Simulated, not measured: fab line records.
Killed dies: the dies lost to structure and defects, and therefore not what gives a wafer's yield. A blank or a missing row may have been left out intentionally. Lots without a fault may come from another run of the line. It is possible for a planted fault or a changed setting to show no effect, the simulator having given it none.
Struck lot and sound lot, side by side    flow sky130    24 steps out of a route of 708
Sound: the wafers L412.2, L412.3, L412.4. Wafers L417.1, L417.3, L417.4 were the ones struck. At the end, the cause is stated.
Order at every step that has rows: each side's tool, ch and its chambers, its first start. Under that, the readings that differ: sound wafers    struck wafers    difference of the means    sigmas: that difference in standard deviations of wafers without a fault.
alike: readings whose means differ by less than 2 such deviations, and words and numbers that are the same on both sides. not compared: withheld readings, readings that some wafer has no value for, bounds like >300 that may hide the same value, and numbers for which the record gives no deviation and whose values overlap.
The two part at a step that has a row with sigmas, a row that says differs or no value, or rows on one side only. Numbers that have no deviation but don't overlap get no sigmas and don't part them. A reading that every wafer of one side lacks parts them only if that side has two wafers or more.

first, 4 steps without rows for these wafers: SKY_FIELD_ISO_DEHYDRATE_05 (time 60 s); SKY_FIELD_ISO_HMDS_06 (prime time 60 s); SKY_FIELD_ISO_COAT_07 (resist thk 60 nm); SKY_FIELD_ISO_COAT_08 (resist thk 450 nm).
SKY_FIELD_ISO_SOFTBAKE_09: time 92.29 s.
  sound: litho_track-02 ch 0; struck: litho_track-04 ch 0
  alike: plate_sensor_t_centre_C, plate_sensor_t_edge_C
then, 3 steps without rows for these wafers: SKY_FIELD_ISO_EXPOSE_10 (exposes mask FOM, target cd 150 nm); SKY_FIELD_ISO_PEB_11; SKY_FIELD_ISO_DEVELOP_12 (develop time 60 s).
SKY_FIELD_ISO_CD_MEAS_13: the cd target is 150 nm.
  sound on cd_sem-02 at day 3 19:05; struck on cd_sem-01 at day 4 18:49
  alike: cd_nm
SKY_FIELD_ISO_ETCH_14: etches BARC in N2/H2, stops on SiO2, time 48.11 s, target depth 60 nm.
  sound on rie_diel-01 ch 0,1, day 3 19:11; struck on rie_diel-04 ch 0,1,3, day 4 18:56
  alike: chamber_pressure_mTorr, drypump_motor_current_A, oes_product_au, throttle_valve_pct
  not compared: rf_hours_counter_h
SKY_FIELD_ISO_ETCH_15: etches the open film in CHF3/O2, stops on Si, target depth 180 nm, time 72 s.
  sound on rie_diel-01 ch 0,1, day 3 19:14; struck on rie_diel-04 ch 0,1,3, day 4 18:59
reading     sound              struck             difference  sigmas
bias_w (W)  199.6 198.9 199.4  200.9 200.8 200.1  +1.3        +2
  alike: O2_flow_sccm, drypump_motor_current_A, oes_product_au, throttle_valve_pct
  not compared: rf_hours_counter_h
SKY_FIELD_ISO_STRIP_16: strips in O2/N2.
  sound on plasma_asher-01 ch 0,1, day 3 19:17; struck on plasma_asher-01 ch 0,1, day 4 19:02
  alike: drypump_motor_current_A, oes_product_au, strip_time_to_endpoint_s
  not compared: rf_hours_counter_h
SKY_FIELD_ISO_ETCH_17: etches Si in HBr/Cl2/O2, target depth 342 nm, time 97.7 s.
  sound on rie_si-01 ch 0,1,3, day 3 19:23; struck on rie_si-01 ch 0,2,3, day 4 19:08
  no value came back on the struck wafers for any of 6 readings (HBr_flow_sccm (sccm), O2_flow_sccm (sccm) and others); on the sound wafers HBr_flow_sccm (sccm) reads 150.0 149.6 149.8
reading                                      sound              struck             difference  sigmas
model.Si3N4_of_FIELD_ISO_CVD_03.thk_nm (nm)  150.2 150.2 151.5  166.5 165.5 164.9  +15.0       
then, 7 steps without rows for these wafers: SKY_FIELD_ISO_WET_ETCH_18 (etches Si3N4 in H3PO4, target depth 25 nm, time 286 s); SKY_FIELD_ISO_CLEAN_19 (cleans in SC1/SC2, time 150 s); SKY_FIELD_ISO_CLEAN_20 (cleans in dHF, time 20 s); SKY_FIELD_ISO_WET_ETCH_21 (etches SiO2 in dHF, target depth 20 nm, time 400 s); SKY_FIELD_ISO_OXIDATION_22 (stabilise 600 s, purge 300 s, target thk 10 nm); SKY_FIELD_ISO_CVD_24 (deposits SiO2, target thk 595 nm, time 99.2 s); SKY_FIELD_ISO_ANNEAL_26 (time 1800 s).
SKY_FIELD_ISO_CMP_27: polishes, stops on Si3N4, t overpolish 16 s, target thk 457.8 nm.
  sound on cmp-01 ch 0,2,3, day 3 22:35; struck on cmp-01 ch 0,1,3, day 4 23:14
  alike: motor_current_A
SKY_FIELD_ISO_WET_ETCH_28: etches SiO2 in dHF, target depth 23.7 nm, time 47 s.
  sound on wet_bench-04 ch 3, day 3 22:53; struck on wet_bench-04 ch 3, day 4 23:32
reading                                      sound              struck             difference  sigmas
model.Si3N4_of_FIELD_ISO_CVD_03.thk_nm (nm)  119.5 119.5 120.7  135.5 134.4 133.9  +14.7       
  alike: bath_heat_duty_pct, run_length_s
then, 1 step without rows for these wafers: SKY_FIELD_ISO_WET_ETCH_29 (etches Si3N4 in H3PO4, target depth 160 nm, time 1825 s).
-- record jumps: 44 days separate the struck wafers' starts on either side; left off in module FIELD_ISO, taken up again in module PAD_OPEN, whose first shown step is the route's number 708 --
SKY_PAD_OPEN_PROBE_99:
  the record has rows for the struck wafers here (prober-01, day 48 15:43) and none for the sound ones

== WHERE THEY PART ==
Earliest at SKY_FIELD_ISO_ETCH_15; latest, in this record, at SKY_PAD_OPEN_PROBE_99.

WHY: what had been put in by the simulator
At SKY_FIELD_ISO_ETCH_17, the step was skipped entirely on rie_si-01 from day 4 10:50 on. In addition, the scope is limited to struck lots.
